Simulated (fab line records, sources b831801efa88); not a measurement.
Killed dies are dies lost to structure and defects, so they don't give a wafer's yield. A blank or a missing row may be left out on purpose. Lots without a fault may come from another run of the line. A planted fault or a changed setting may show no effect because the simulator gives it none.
Problem report in the 8D (eight disciplines) form, filled by code | flow gf180mcu | the parts of the form that need people (team, actions taken, sign-off) are left out

1. THE PROBLEM
NSD_RS at GF_PSD_RS_MEAS_14 reads a mean of 44.32 ohm/sq on 9 wafers of 3 lots; wafers without a fault read 46.10 ohm/sq with a standard deviation of 0.074. That is -24 standard deviations from the usual mean.
The step: measures by four-point-probe.
First seen on wafer L905.2, day 16 07:37, on film_metro-02. The record holds 36 wafers of 12 lots with a number at this step. Rule for "out", or "out of limits": more than 4 standard deviations from the usual mean. The other wafers with a number count as sound.

2. WHAT IT IS AND WHAT IT IS NOT
question                    | is                                          | is not
which readings at this step | NSD_RS                                      | -
which lots                  | L905, L906, L907                            | L902, L914, L915, L916, L917, L919, L920, L921, L922
which wafers of those lots  | all that have a number                      | -
read on which gauges        | film_metro-02, film_metro-03, film_metro-04 | -
when                        | from day 16 07:37                           | up to then (3 sound wafers); but 24 sound wafers of L914, L915, L916, L917, L919, L920, L921, L922 came after

3. SUSPECTS, AND WHAT RULES EACH OUT
Counting: a tool at a process step up to the reading stays a suspect if it ran every lot that is out and no sound lot after the first of them.
- the gauge at GF_PSD_RS_MEAS_14: ruled out. The wafers that are out were read on 3 gauges (film_metro-02, film_metro-03, film_metro-04).
- rtp_anneal-01 at GF_PSD_RTA_13 (time 20 s): ruled out as a lasting fault. Sound lots L915, L916, L920 ran on it after its first lot that is out, L905 (day 16 07:32).
Left after counting: nothing in the record.

4. THE CAUSE (what the simulator had put in)
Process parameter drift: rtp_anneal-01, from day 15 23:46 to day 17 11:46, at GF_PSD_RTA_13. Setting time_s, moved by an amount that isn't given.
Counting ruled it out, wrongly: the rule takes a fault to strike every lot that its tool runs from its start on, and this one did not.

5. THE CHAIN OF EFFECTS, in route order
Each row: a reading whose mean over the struck wafers that have a number lies more than 3 standard deviations from the usual. Only readings for which the record gives a usual standard deviation are gone through. hours: the time from each lot's start at the first step in this table that gives one to its start at this step, as a median over the lots. sigmas: the change in usual standard deviations.
hours | step              | reading      | usual         | on struck wafers | change | sigmas
0     | GF_PSD_RTA_13     | run_length_s | 48.7 s        | 57.5             | +8.8   | +18
0     | GF_PSD_RS_MEAS_14 | NSD_RS       | 46.10 ohm/sq  | 44.32            | -1.78  | -24
0     | GF_PSD_RS_MEAS_15 | PSD_RS       | 108.50 ohm/sq | 104.46           | -4.04  | -17
The process steps in it:
- GF_PSD_RTA_13: time 20 s.
Later measuring or inspecting steps at which every struck wafer that the step has a row for has a number for every such reading, and none has moved that far: GF_M4_OVL_MEAS_15.

6. WHAT WOULD HAVE CAUGHT IT SOONER
In this record the first reading out of limits at a measuring or inspecting step was taken at day 16 07:37, 8 hours after the fault began at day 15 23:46.
The tool's own readings at GF_PSD_RTA_13 were out on every struck wafer that the step has a row for (run_length_s): an alarm limit on them would have fired on the first of those.
